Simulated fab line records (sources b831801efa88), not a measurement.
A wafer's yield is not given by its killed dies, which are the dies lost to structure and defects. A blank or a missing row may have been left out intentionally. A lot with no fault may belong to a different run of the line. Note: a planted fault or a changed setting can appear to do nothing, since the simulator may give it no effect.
Matching of chambers :: flow gf180mcu :: GF_PASSIVATION_CVD_02 on pecvd-01: 3 sister chambers
The step deposits Si3N4, target thk 700 nm, time 486.18 s. 3 wafers are shown with their chamber, then 8 later ones without.

== WAFERS WITH THEIR CHAMBER ==
wafer: L916.5
chamber: 2
heaterPowerW (W): 606

wafer: L916.6
chamber: 1
heaterPowerW (W): 605

wafer: L919.2
chamber: 0
heaterPowerW (W): 585

== WAFERS WITH NO CHAMBER GIVEN ==
wafer: L919.4
heaterPowerW (W): 620

wafer: L919.5
heaterPowerW (W): 750

wafer: L922.1
heaterPowerW (W): 664

wafer: L922.3
heaterPowerW (W): 577

wafer: L922.4
heaterPowerW (W): 694

wafer: L923.2
heaterPowerW (W): 619

wafer: L923.3
heaterPowerW (W): 528

wafer: L923.5
heaterPowerW (W): 763

== THE CHAMBER EACH PASSED THROUGH ==
wafer: L919.4
from the rows above: can't be placed: 2 or 1 or 0
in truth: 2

wafer: L919.5
from the rows above: can't be placed: 2 or 1 or 0
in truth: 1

wafer: L922.1
from the rows above: can't be placed: 2 or 1 or 0
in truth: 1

wafer: L922.3
from the rows above: can't be placed: 0 or 1 or 2
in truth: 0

wafer: L922.4
from the rows above: can't be placed: 2 or 1 or 0
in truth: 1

wafer: L923.2
from the rows above: can't be placed: 2 or 1 or 0
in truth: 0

wafer: L923.3
from the rows above: can't be placed: 0 or 1 or 2
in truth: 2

wafer: L923.5
from the rows above: can't be placed: 2 or 1 or 0
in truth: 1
0 of 8 placed correctly. Unplaceable from these rows: 8, with the true chamber sitting among the candidates in 8. Wrongly placed: 0.
How it was worked out, from the rows above alone: a wafer's distance from a chamber is the root of the sum, over the readings, of the square of ((its reading less the chamber's mean) divided by the reading's scatter). The wafer belongs to the nearest chamber; if the next one is less than 2 further off, it can't be placed. A chamber's mean is the mean of its shown wafers. The scatter: root of mean squared gap, hidden wafer to nearest shown wafer, with one shown wafer a chamber.
